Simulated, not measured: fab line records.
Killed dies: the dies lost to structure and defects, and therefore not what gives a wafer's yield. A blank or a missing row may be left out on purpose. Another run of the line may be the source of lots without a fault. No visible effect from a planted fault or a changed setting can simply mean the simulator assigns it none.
Which tool was responsible? ; flow sky130 ; 6 lots, 18 wafers sampled, at 2 steps of a route of 708

== WHAT EACH GAUGE READ, for each wafer ==
SKY_VT_ADJUST_NCORE_TW_MEAS_11.
lot;measured;on;VT_ADJUST_NCORE_TW
L548;day 11 01:59;film_metro-01;162.4 162.1 161.6
L551;day 12 00:17;film_metro-01;220.8 220.8 221.1
L556;day 13 14:31;film_metro-02;217.1 218.9 218.3
L558;day 14 01:34;film_metro-04;216.3 215.4 215.7
L560;day 14 13:09;film_metro-01;220.8 218.9 219.8
L562;day 15 09:08;film_metro-01;220.9 220.8 220.0

== EACH LOT AND THE TOOL THAT RAN IT (in order: tool; ch and the chambers of the sampled wafers; start) ==
lot;SKY_VT_ADJUST_NCORE_IMPLANT_09
L548;implanter-03 ch 0, day 11 01:44
L551;implanter-02 ch 0, day 12 00:03
L556;implanter-04 ch 0, day 13 14:18
L558;implanter-03 ch 0, day 14 01:19
L560;implanter-03 ch 0, day 14 12:55
L562;implanter-02 ch 0, day 15 08:54
- SKY_VT_ADJUST_NCORE_IMPLANT_09

== THE ANSWER, worked out from the rows above alone ==
Rule: what is usual is taken from the lots themselves. The widest of any qualifying gaps counts: lots, ordered by their means at a reading, are off when they make up no more than a third of the lots, leave a main group of 4 or more, and stand apart from it by 3 or more times the standard deviation of that group's means. If all means in a main group match to the digits the tables above print for the reading, that group is not used. A lot without any number at a reading at which 4 lots or more have one is off too. Any other lot the step has rows for is counted as sound.
Off: L548, at SKY_VT_ADJUST_NCORE_TW_MEAS_11 (VT_ADJUST_NCORE_TW). For the main group the mean is 219.0 and the standard deviation 1.9.
If a tool, at a process step before that reading, ran all the lots that are off and no sound lot after the first of them, it fits. The gauges at SKY_VT_ADJUST_NCORE_TW_MEAS_11 are tried like those tools. No candidate that was tried fits.

== WHAT THE SIMULATOR HAD INSERTED ==
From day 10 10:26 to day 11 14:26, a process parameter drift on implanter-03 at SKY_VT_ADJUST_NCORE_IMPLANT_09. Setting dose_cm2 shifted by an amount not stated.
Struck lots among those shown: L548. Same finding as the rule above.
